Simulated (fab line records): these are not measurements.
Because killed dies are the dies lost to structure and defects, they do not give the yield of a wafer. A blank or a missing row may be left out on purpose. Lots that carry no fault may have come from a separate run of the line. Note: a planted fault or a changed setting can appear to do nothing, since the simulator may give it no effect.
fab line records -- flow sky130
[record] lots = 5, wafers = 15, last_day = 50
route steps=708 shown CONTACT@424 METAL1@434
lots untouched by any fault: they come from a run of this same line in which no faults occurred
start_h: start of the lot's first displayed wafer, in hours after the record's first day -- wait_h: hours from the lot's prior step to this one -- " unchanged from the row above -- L1.1+2: a single row standing in for several wafers -- - either no value or no given start -- * or withheld: withheld -- < > ~ a bound
route shown NAME@n: a module of which the file shows steps, and the number in the route of the first -- usual: mean/standard deviation of fault-free wafers -- same: alike in all rows -- chamber/n: place in a boat -- sites: each site's reading -- _std_site: standard deviation of those values -- _edge_site: the outer-site mean with the inner-site mean subtracted -- radius_mm: how far each site lies from the wafer's centre -- mask NAME#n: copy n -- behind: tool/chamber where the wafer was last shaped -- hold: the reason the lot was held/the length of the hold in hours/how it ended -- device: transistor that didn't switch, given as n, p or np -- end of line: the route-end tests of the same wafers -- for a step that has no rows: nothing shown but its recipe -- killed: the dies lost at the first sort to structure and to defects; this is not the yield of the wafer -- map: per-die view of a wafer (x killed, . not killed, _ where there is no die)
set.NAME: setting as actually run; set.NAME@STEP: the setting as run at that earlier step -- model.NAME: the simulator's own value behind a step, which no gauge read
lots at selected steps of the route; one table per step, one row per wafer
services: when a tool's chamber went out of use (start_h, in hours from the record's first day, below 0 if earlier), for how many hours, and the reason
[[steps]]
[step SKY_CONTACT_ETCH_18]
[recipe] target = Si3N4, chemistry = CHF3/O2, stop_on = TiN, source_w = 600, bias_w = 200, pressure_mtorr = 40, chf3_flow_sccm = 50, O2_flow_sccm = 5, time_s = 39, target_depth_a = 750
[usual] drypump_motor_current_A = 5.7/0.45, oes_product_au = 0.856/0.0075, throttle_valve_pct = 8.794/0.0099
lot.wafer,tool,chamber,start_h,wait_h,drypump_motor_current_A,oes_product_au,rf_hours_counter_h,throttle_valve_pct
L077.1,rie_diel-03,2,-,-,5.7,0.841,1,8.789
L077.2,rie_diel-03,1,-,-,5.3,0.843,2,8.795
L077.4,rie_diel-03,0,-,-,5.4,0.845,10,8.805
L082.3,rie_diel-03,1,-,-,5.3,0.855,3,8.793
L082.4,rie_diel-03,2,-,-,5.7,0.855,2,8.802
L082.6,rie_diel-03,1,-,-,5.3,0.871,-,8.787
L093.1,rie_diel-03,2,-,-,5.7,0.856,4,8.782
L093.2,rie_diel-03,0,-,-,5.4,0.846,13,8.807
L093.5,rie_diel-03,0,-,-,5.4,0.853,-,8.780
L095.1,rie_diel-02,2,-,-,5.8,0.847,22,8.784
L095.5,rie_diel-02,3,-,-,6.4,0.857,-,8.793
L095.6,rie_diel-02,0,-,-,6.1,0.861,-,8.788
L096.4,rie_diel-03,2,-,-,5.7,0.860,5,8.781
L096.5,rie_diel-03,1,-,-,5.3,0.851,-,8.800
L096.6,rie_diel-03,2,-,-,5.7,0.859,-,8.779
[step SKY_CONTACT_STRIP_19]
[recipe] chemistry = O2/N2, power_w = 1400, pressure_mtorr = 1500, platen_temp_c = withheld, o2_flow_sccm = 3000, n2_flow_sccm = 300, overash_fraction = 0.5
[usual] drypump_motor_current_A = 5.8/0.46, oes_product_au = 0.381/0.0051, strip_time_to_endpoint_s = 3.61/0.052
lot.wafer,tool,chamber,start_h,wait_h,drypump_motor_current_A,oes_product_au,rf_hours_counter_h,strip_time_to_endpoint_s
L077.1,plasma_asher-04,1,770.13,-,4.9,0.378,34,3.68
L077.2,plasma_asher-04,0,770.13,-,5.6,0.382,34,3.61
L077.4,plasma_asher-04,1,770.13,-,4.9,0.381,-,3.67
L082.3,plasma_asher-03,0,812.96,-,6.2,0.379,-,3.58
L082.4,plasma_asher-03,1,812.96,-,6.2,0.373,-,3.64
L082.6,plasma_asher-03,1,812.96,-,6.2,0.378,-,3.61
L093.1,plasma_asher-02,0,887.62,-,5.8,0.384,17,3.68
L093.2,plasma_asher-02,1,887.62,-,6.1,0.392,17,3.70
L093.5,plasma_asher-02,0,887.62,-,5.8,0.389,-,3.68
L095.1,plasma_asher-02,1,900.93,-,6.0,0.372,18,3.59
L095.5,plasma_asher-02,0,900.93,-,5.8,0.386,-,3.58
L095.6,plasma_asher-02,1,900.93,-,6.1,0.379,-,3.55
L096.4,plasma_asher-02,0,905.17,-,5.8,0.380,-,3.64
L096.5,plasma_asher-02,1,905.17,-,6.1,0.375,-,3.57
L096.6,plasma_asher-02,0,905.17,-,5.8,0.380,-,3.65
[step SKY_CONTACT_STRIP_20]
[recipe] chemistry = post_etch_residue_remover, time_s = 1200, temp_c = 72.5
[usual] bath_guard_temp_C = 72.7/0.65, temp_c = 72.50/0.13
lot.wafer,tool,chamber,start_h,wait_h,bath_guard_temp_C,temp_c
L077.1,wet_bench-02,1,770.23,0.1,71.8,72.35
L077.2,wet_bench-02,1,770.23,0.1,72.3,72.56
L077.4,wet_bench-02,1,770.23,0.1,71.3,72.58
L082.3,wet_bench-01,0,813.02,0.0,72.9,72.51
L082.4,wet_bench-01,0,813.02,0.0,73.3,72.68
L082.6,wet_bench-01,0,813.02,0.0,73.4,72.56
L093.1,wet_bench-02,1,887.72,0.1,71.7,72.31
L093.2,wet_bench-02,1,887.72,0.1,71.9,72.51
L093.5,wet_bench-02,1,887.72,0.1,71.8,72.54
L095.1,wet_bench-01,3,901.03,0.1,73.3,72.48
L095.5,wet_bench-01,3,901.03,0.1,73.0,72.57
L095.6,wet_bench-01,3,901.03,0.1,73.4,72.76
L096.4,wet_bench-03,2,905.24,0.0,73.1,72.55
L096.5,wet_bench-03,2,905.24,0.0,73.5,72.53
L096.6,wet_bench-03,2,905.24,0.0,73.3,72.70
[step SKY_CONTACT_CLEAN_21]
[recipe] chemistry = IPA, time_s = 180, temp_c = 25
[usual] temp_c = 25.01/0.1
lot.wafer,tool,chamber,start_h,wait_h,temp_c
L077.1,wet_bench-01,0,770.57,0.0,24.84
L077.2,wet_bench-01,0,770.57,0.0,25.03
L077.4,wet_bench-01,0,770.57,0.0,24.91
L082.3,wet_bench-02,0,813.36,0.0,25.00
L082.4,wet_bench-02,0,813.36,0.0,25.19
L082.6,wet_bench-02,0,813.36,0.0,25.13
L093.1,wet_bench-01,0,888.10,0.0,24.97
L093.2,wet_bench-01,0,888.10,0.0,24.94
L093.5,wet_bench-01,0,888.10,0.0,24.96
L095.1,wet_bench-02,3,901.37,0.0,25.13
L095.5,wet_bench-02,3,901.37,0.0,25.07
L095.6,wet_bench-02,3,901.37,0.0,25.22
L096.4,wet_bench-01,2,905.58,0.0,25.03
L096.5,wet_bench-01,2,905.58,0.0,25.15
L096.6,wet_bench-01,2,905.58,0.0,25.00
[step SKY_CONTACT_CLEAN_22]
[recipe] chemistry = O3/DIW, dry = n2_spin
lot.wafer,tool,chamber,start_h,wait_h
L077.1+2+4,wet_bench-03,0,770.63,0.0
L082.3+4+6,wet_bench-03,3,813.43,0.0
L093.1+2+5,wet_bench-03,0,888.15,0.0
L095.1+5+6,wet_bench-01,2,901.44,0.0
L096.4+5+6,wet_bench-02,1,905.64,0.0
[step SKY_CONTACT_SPUTTER_23]
[recipe] material = TiN, target_thk_nm = 20, chamber_pressure_pa = 5, power_w = 4000, time_s = 80
[usual] throttle_valve_pct = 29.7/1.1
lot.wafer,tool,chamber,start_h,wait_h,throttle_valve_pct
L077.1,pvd_sputter-03,-,770.72,0.0,28.9
L077.2,pvd_sputter-03,-,770.72,0.0,31.6
L077.4,pvd_sputter-03,-,770.72,0.0,28.2
L082.3,pvd_sputter-01,-,813.52,0.0,28.4
L082.4,pvd_sputter-01,-,813.52,0.0,29.2
L082.6,pvd_sputter-01,-,813.52,0.0,31.3
L093.1,pvd_sputter-03,-,888.25,0.0,28.4
L093.2,pvd_sputter-03,-,888.25,0.0,31.5
L093.5,pvd_sputter-03,-,888.25,0.0,28.3
L095.1,pvd_sputter-01,-,901.53,0.0,31.0
L095.5,pvd_sputter-01,-,901.53,0.0,28.6
L095.6,pvd_sputter-01,-,901.53,0.0,31.1
L096.4,pvd_sputter-03,-,905.78,0.0,31.6
L096.5,pvd_sputter-03,-,905.78,0.0,30.4
L096.6,pvd_sputter-03,-,905.78,0.0,29.0
[step SKY_CONTACT_CVD_24]
[recipe] material = W, target_thk_nm = 340, time_s = 102.12, temp_c = 400, pressure_torr = 40
[usual] heater_power_w = 961/110
lot.wafer,tool,chamber,start_h,wait_h,heater_power_w
L077.1,cvd_w-02,1,770.78,0.0,934
L077.2,cvd_w-02,0,770.78,0.0,1107
L077.4,cvd_w-02,0,770.78,0.0,1078
L082.3,cvd_w-01,1,813.62,0.1,793
L082.4,cvd_w-01,0,813.62,0.1,933
L082.6,cvd_w-01,1,813.62,0.1,782
L093.1,cvd_w-02,1,888.31,0.0,900
L093.2,cvd_w-02,0,888.31,0.0,1112
L093.5,cvd_w-02,1,888.31,0.0,895
L095.1,cvd_w-01,0,901.59,0.0,965
L095.5,cvd_w-01,1,901.59,0.0,798
L095.6,cvd_w-01,0,901.59,0.0,965
L096.4,cvd_w-02,1,905.85,0.0,940
L096.5,cvd_w-02,1,905.85,0.0,909
L096.6,cvd_w-02,0,905.85,0.0,1076
[step SKY_CONTACT_RS_MEAS_25]
[recipe] thk_meas_gauge = four-point-probe, reads = W_of_CONTACT_CVD_24+TiN_of_CONTACT_SPUTTER_23
[usual] CONTACT_W_RS = 0.337/0.0045
lot.wafer,tool,chamber,start_h,wait_h,CONTACT_W_RS[ohm/sq]
L077.1,film_metro-03,-,770.89,0.1,0.328
L077.2,film_metro-03,-,770.89,0.1,0.340
L077.4,film_metro-03,-,770.89,0.1,0.343
L082.3,film_metro-02,-,813.73,0.1,0.338
L082.4,film_metro-02,-,813.73,0.1,0.342
L082.6,film_metro-02,-,813.73,0.1,0.340
L093.1,film_metro-03,-,888.42,0.1,0.333
L093.2,film_metro-03,-,888.42,0.1,0.340
L093.5,film_metro-03,-,888.42,0.1,0.334
L095.1,film_metro-03,-,901.70,0.1,0.338
L095.5,film_metro-03,-,901.70,0.1,0.340
L095.6,film_metro-03,-,901.70,0.1,0.340
L096.4,film_metro-02,-,905.98,0.1,0.332
L096.5,film_metro-02,-,905.98,0.1,0.333
L096.6,film_metro-02,-,905.98,0.1,0.341
[step SKY_CONTACT_THK_MEAS_26]
[recipe] thk_meas_gauge = xrf, reads = W_of_CONTACT_CVD_24
[usual] CONTACT_W_THK = 346/5.2
lot.wafer,tool,chamber,start_h,wait_h,CONTACT_W_THK[nm]
L077.1,film_metro-03,-,771.01,0.1,359
L077.2,film_metro-03,-,771.01,0.1,344
L077.4,film_metro-03,-,771.01,0.1,342
L082.3,film_metro-02,-,813.83,0.1,345
L082.4,film_metro-02,-,813.83,0.1,342
L082.6,film_metro-02,-,813.83,0.1,343
L093.1,film_metro-03,-,888.54,0.1,348
L093.2,film_metro-03,-,888.54,0.1,345
L093.5,film_metro-03,-,888.54,0.1,351
L095.1,film_metro-03,-,901.82,0.1,344
L095.5,film_metro-03,-,901.82,0.1,342
L095.6,film_metro-03,-,901.82,0.1,344
L096.4,film_metro-02,-,906.07,0.1,348
L096.5,film_metro-02,-,906.07,0.1,345
L096.6,film_metro-02,-,906.07,0.1,337
[step SKY_CONTACT_CMP_27]
[recipe] stop_on = SiO2, t_overpolish_s = 15, down_force_psi = 3.5, platen_rpm = 60, target_thk_nm = 0, pad_velocity_m_s = 0.94248
[usual] motor_current_A = 10.8/1.1, overpolish_run_s = 15.000/0.0081, retaining_ring_pressure_frac = 1.000/0.0053, time_to_endpoint_s = 82/3.2
lot.wafer,tool,chamber,start_h,wait_h,motor_current_A,overpolish_run_s,retaining_ring_pressure_frac,time_to_endpoint_s
L077.4,cmp-02,0,771.07,0.0,10.5,15.007,1.003,82
L077.1,cmp-02,1,771.07,0.0,11.5,15.003,0.997,90
L077.2,cmp-02,2,771.07,0.0,12.1,15.007,1.003,85
L082.3,cmp-02,1,813.87,0.0,11.8,14.999,1.000,81
L082.4,cmp-02,3,813.87,0.0,11.1,15.007,1.004,80
L082.6,cmp-02,1,813.87,0.0,11.1,14.994,1.005,80
L093.2,cmp-02,3,888.70,0.1,11.1,15.004,1.004,83
L093.1,cmp-02,0,888.70,0.1,10.9,14.999,0.993,81
L093.5,cmp-02,2,888.70,0.1,12.5,15.001,1.004,82
L095.1,cmp-01,3,901.93,0.1,11.5,14.999,0.999,82
L095.5,cmp-01,2,901.93,0.1,8.3,15.008,1.000,82
L095.6,cmp-01,3,901.93,0.1,10.4,14.997,0.997,78
L096.4,cmp-01,1,906.20,0.1,9.9,15.006,0.993,86
L096.6,cmp-01,3,906.20,0.1,11.2,14.999,0.995,83
L096.5,cmp-01,0,906.20,0.1,11.0,14.997,0.999,89
[step SKY_METAL1_SPUTTER_00]
[recipe] material = Ti, target_thk_nm = 15, power_w = 3000, time_s = 10, chamber_pressure_pa = 0.4
[usual] throttle_valve_pct = 30.0/0.93
lot.wafer,tool,chamber,start_h,wait_h,throttle_valve_pct
L077.1,pvd_sputter-02,-,771.37,0.2,30.5
L077.2,pvd_sputter-02,-,771.37,0.2,29.5
L077.4,pvd_sputter-02,-,771.37,0.2,31.2
L082.3,pvd_sputter-03,-,814.17,0.2,30.2
L082.4,pvd_sputter-03,-,814.17,0.2,31.9
L082.6,pvd_sputter-03,-,814.17,0.2,31.9
L093.1,pvd_sputter-02,-,888.90,0.1,29.4
L093.2,pvd_sputter-02,-,888.90,0.1,31.0
L093.5,pvd_sputter-02,-,888.90,0.1,30.6
L095.1,pvd_sputter-04,-,902.18,0.2,30.2
L095.5,pvd_sputter-04,-,902.18,0.2,29.8
L095.6,pvd_sputter-04,-,902.18,0.2,30.2
L096.4,pvd_sputter-04,-,906.40,0.1,29.6
L096.5,pvd_sputter-04,-,906.40,0.1,29.1
L096.6,pvd_sputter-04,-,906.40,0.1,30.1
[step SKY_METAL1_SPUTTER_01]
[recipe] material = TiN, target_thk_nm = 20, power_w = 6500, time_s = 16.7, chamber_pressure_pa = 0.4
[usual] throttle_valve_pct = 29.9/0.91
lot.wafer,tool,chamber,start_h,wait_h,throttle_valve_pct
L077.1,pvd_sputter-02,-,771.40,0.0,30.2
L077.2,pvd_sputter-02,-,771.40,0.0,29.6
L077.4,pvd_sputter-02,-,771.40,0.0,31.4
L082.3,pvd_sputter-03,-,814.19,0.0,30.4
L082.4,pvd_sputter-03,-,814.19,0.0,31.6
L082.6,pvd_sputter-03,-,814.19,0.0,31.8
L093.1,pvd_sputter-02,-,888.92,0.0,29.7
L093.2,pvd_sputter-02,-,888.92,0.0,30.8
L093.5,pvd_sputter-02,-,888.92,0.0,30.8
L095.1,pvd_sputter-04,-,902.20,0.0,30.1
L095.5,pvd_sputter-04,-,902.20,0.0,29.5
L095.6,pvd_sputter-04,-,902.20,0.0,30.0
L096.4,pvd_sputter-04,-,906.42,0.0,30.0
L096.5,pvd_sputter-04,-,906.42,0.0,29.4
L096.6,pvd_sputter-04,-,906.42,0.0,29.9
[step SKY_METAL1_SPUTTER_02]
[recipe] material = AlCu, target_thk_nm = 250, power_w = 10600, time_s = 13.3, chamber_pressure_pa = 0.4
[usual] throttle_valve_pct = 29.9/0.92
lot.wafer,tool,chamber,start_h,wait_h,throttle_valve_pct
L077.1,pvd_sputter-02,-,771.42,0.0,30.2
L077.2,pvd_sputter-02,-,771.42,0.0,29.4
L077.4,pvd_sputter-02,-,771.42,0.0,31.6
L082.3,pvd_sputter-03,-,814.22,0.0,30.3
L082.4,pvd_sputter-03,-,814.22,0.0,31.7
L082.6,pvd_sputter-03,-,814.22,0.0,31.8
L093.1,pvd_sputter-02,-,888.95,0.0,29.4
L093.2,pvd_sputter-02,-,888.95,0.0,30.8
L093.5,pvd_sputter-02,-,888.95,0.0,30.5
L095.1,pvd_sputter-04,-,902.23,0.0,29.9
L095.5,pvd_sputter-04,-,902.23,0.0,29.4
L095.6,pvd_sputter-04,-,902.23,0.0,29.6
L096.4,pvd_sputter-04,-,906.45,0.0,29.3
L096.5,pvd_sputter-04,-,906.45,0.0,29.6
L096.6,pvd_sputter-04,-,906.45,0.0,29.9
[step SKY_METAL1_SPUTTER_03]
[recipe] material = Ti, target_thk_nm = 5, power_w = 3000, time_s = 3.3, chamber_pressure_pa = 0.4
[usual] throttle_valve_pct = 29.9/0.91
lot.wafer,tool,chamber,start_h,wait_h,throttle_valve_pct
L077.1,pvd_sputter-02,-,771.45,0.0,30.4
L077.2,pvd_sputter-02,-,771.45,0.0,29.5
L077.4,pvd_sputter-02,-,771.45,0.0,31.3
L082.3,pvd_sputter-03,-,814.24,0.0,30.4
L082.4,pvd_sputter-03,-,814.24,0.0,31.8
L082.6,pvd_sputter-03,-,814.24,0.0,31.8
L093.1,pvd_sputter-02,-,888.97,0.0,29.5
L093.2,pvd_sputter-02,-,888.97,0.0,31.0
L093.5,pvd_sputter-02,-,888.97,0.0,30.7
L095.1,pvd_sputter-04,-,902.25,0.0,30.2
L095.5,pvd_sputter-04,-,902.25,0.0,29.7
L095.6,pvd_sputter-04,-,902.25,0.0,30.0
L096.4,pvd_sputter-04,-,906.47,0.0,29.7
L096.5,pvd_sputter-04,-,906.47,0.0,29.2
L096.6,pvd_sputter-04,-,906.47,0.0,30.2
[step SKY_METAL1_SPUTTER_04]
[recipe] material = TiN, target_thk_nm = 70, power_w = 6500, time_s = 58.3, chamber_pressure_pa = 0.4
[usual] throttle_valve_pct = 29.9/0.91
lot.wafer,tool,chamber,start_h,wait_h,throttle_valve_pct
L077.1,pvd_sputter-02,-,771.46,0.0,30.3
L077.2,pvd_sputter-02,-,771.46,0.0,29.5
L077.4,pvd_sputter-02,-,771.46,0.0,30.9
L082.3,pvd_sputter-03,-,814.26,0.0,30.3
L082.4,pvd_sputter-03,-,814.26,0.0,31.6
L082.6,pvd_sputter-03,-,814.26,0.0,31.8
L093.1,pvd_sputter-02,-,888.99,0.0,29.6
L093.2,pvd_sputter-02,-,888.99,0.0,30.9
L093.5,pvd_sputter-02,-,888.99,0.0,30.9
L095.1,pvd_sputter-04,-,902.27,0.0,30.2
L095.5,pvd_sputter-04,-,902.27,0.0,29.4
L095.6,pvd_sputter-04,-,902.27,0.0,30.0
L096.4,pvd_sputter-04,-,906.49,0.0,29.5
L096.5,pvd_sputter-04,-,906.49,0.0,29.4
L096.6,pvd_sputter-04,-,906.49,0.0,29.9
[step SKY_METAL1_RS_MEAS_05]
[recipe] thk_meas_gauge = four-point-probe, reads = TiN_of_METAL1_SPUTTER_04+Ti_of_METAL1_SPUTTER_03+AlCu_of_METAL1_SPUTTER_02+TiN_of_METAL1_SPUTTER_01+Ti_of_METAL1_SPUTTER_00
[usual] METAL1_ALCU_RS = 0.1261/0.0019
lot.wafer,tool,chamber,start_h,wait_h,METAL1_ALCU_RS[ohm/sq]
L077.1,film_metro-01,-,771.51,0.0,0.1289
L077.2,film_metro-01,-,771.51,0.0,0.1245
L077.4,film_metro-01,-,771.51,0.0,0.1280
L082.3,film_metro-01,-,814.35,0.1,0.1263
L082.4,film_metro-01,-,814.35,0.1,0.1238
L082.6,film_metro-01,-,814.35,0.1,0.1232
L093.1,film_metro-04,-,889.04,0.0,0.1232
L093.2,film_metro-04,-,889.04,0.0,0.1253
L093.5,film_metro-04,-,889.04,0.0,0.1245
L095.1,film_metro-04,-,902.32,0.0,0.1255
L095.5,film_metro-04,-,902.32,0.0,0.1226
L095.6,film_metro-04,-,902.32,0.0,0.1251
L096.4,film_metro-03,-,906.60,0.1,0.1255
L096.5,film_metro-03,-,906.60,0.1,0.1299
L096.6,film_metro-03,-,906.60,0.1,0.1280
[step SKY_METAL1_THK_MEAS_06]
[recipe] thk_meas_gauge = xrf, reads = AlCu_of_METAL1_SPUTTER_02
[usual] METAL1_ALCU_THK = 255/4.1
lot.wafer,tool,chamber,start_h,wait_h,METAL1_ALCU_THK[nm]
L077.1,film_metro-01,-,771.63,0.1,248
L077.2,film_metro-01,-,771.63,0.1,259
L077.4,film_metro-01,-,771.63,0.1,255
L082.3,film_metro-01,-,814.45,0.1,256
L082.4,film_metro-01,-,814.45,0.1,263
L082.6,film_metro-01,-,814.45,0.1,262
L093.1,film_metro-04,-,889.16,0.1,262
L093.2,film_metro-04,-,889.16,0.1,258
L093.5,film_metro-04,-,889.16,0.1,260
L095.1,film_metro-04,-,902.44,0.1,256
L095.5,film_metro-04,-,902.44,0.1,263
L095.6,film_metro-04,-,902.44,0.1,257
L096.4,film_metro-03,-,906.69,0.1,256
L096.5,film_metro-03,-,906.69,0.1,247
L096.6,film_metro-03,-,906.69,0.1,251
[step SKY_METAL1_DEHYDRATE_07]
[recipe] temp_c = 200, time_s = 60
[usual] plate_temp_C = 199.99/0.18
lot.wafer,tool,chamber,start_h,wait_h,plate_temp_C
L077.1,litho_track-02,0,783.63,12.0,199.99
L077.2,litho_track-02,0,783.63,12.0,199.93
L077.4,litho_track-02,0,783.63,12.0,199.95
L082.3,litho_track-01,0,825.33,10.9,199.74
L082.4,litho_track-01,0,825.33,10.9,199.94
L082.6,litho_track-01,0,825.33,10.9,200.07
L093.1,litho_track-01,0,901.23,12.1,200.06
L093.2,litho_track-01,0,901.23,12.1,200.17
L093.5,litho_track-01,0,901.23,12.1,200.11
L095.1,litho_track-01,0,913.83,11.4,200.05
L095.5,litho_track-01,0,913.83,11.4,200.47
L095.6,litho_track-01,0,913.83,11.4,200.05
L096.4,litho_track-04,0,918.52,11.8,200.06
L096.5,litho_track-04,0,918.52,11.8,199.86
L096.6,litho_track-04,0,918.52,11.8,200.23
[step SKY_METAL1_HMDS_08]
[recipe] prime_time_s = 60, prime_temp_c = 120
[same] prime_time_s = 60
lot.wafer,tool,chamber,start_h,wait_h
L077.1+2+4,litho_track-02,0,783.78,0.1
L082.3+4+6,litho_track-01,0,825.48,0.1
L093.1+2+5,litho_track-01,0,901.38,0.1
L095.1+5+6,litho_track-01,0,913.98,0.1
L096.4+5+6,litho_track-04,0,918.67,0.1
[step SKY_METAL1_COAT_09]
[recipe] resist = BARC, temp_c = withheld, time_s = withheld, spin_rpm = 3000, resist_thk_nm = 60
lot.wafer,tool,chamber,start_h,wait_h
L077.1+2+4,litho_track-02,0,783.93,0.1
L082.3+4+6,litho_track-01,0,825.63,0.1
L093.1+2+5,litho_track-01,0,901.53,0.1
L095.1+5+6,litho_track-01,0,914.13,0.1
L096.4+5+6,litho_track-04,0,918.82,0.1
[step SKY_METAL1_COAT_10]
[recipe] resist = KrF-thick, spin_rpm = 3000, resist_thk_nm = 450
lot.wafer,tool,chamber,start_h,wait_h
L077.1+2+4,litho_track-02,0,-,-
L082.3+4+6,litho_track-01,0,-,-
L093.1+2+5,litho_track-01,0,-,-
L095.1+5+6,litho_track-01,0,-,-
L096.4+5+6,litho_track-04,0,-,-
[[services]]
tool,chamber,start_h,hours,kind
cvd_w-02,-,748.34,1.4,repair
pvd_sputter-02,-,751.51,2.5,repair
cmp-02,-,753.88,0.4,repair
pvd_sputter-03,-,762.75,4.0,repair
pvd_sputter-04,-,767.82,3.7,repair
pvd_sputter-04,-,771.01,2.0,repair
cvd_w-01,-,778.51,14.6,pm
cmp-02,-,782.36,5.3,repair
pvd_sputter-03,-,783.32,1.8,repair
pvd_sputter-01,-,783.51,7.0,repair
cmp-02,-,786.43,16.0,repair
pvd_sputter-04,-,793.38,1.8,repair
pvd_sputter-02,-,793.71,5.4,repair
pvd_sputter-02,-,797.55,25.6,repair
cvd_w-01,-,801.76,3.6,repair
cvd_w-01,-,806.84,0.6,repair
pvd_sputter-03,-,824.93,2.9,repair
cvd_w-02,0,835.26,5.8,repair
rie_diel-03,0,835.31,12.3,repair
cmp-02,-,843.23,4.8,pm
rie_diel-03,-,844.97,4.3,pm
pvd_sputter-02,-,871.33,5.8,repair
cvd_w-02,0,882.43,4.0,repair
rie_diel-03,2,905.64,2.8,repair
[[key]]
fault none
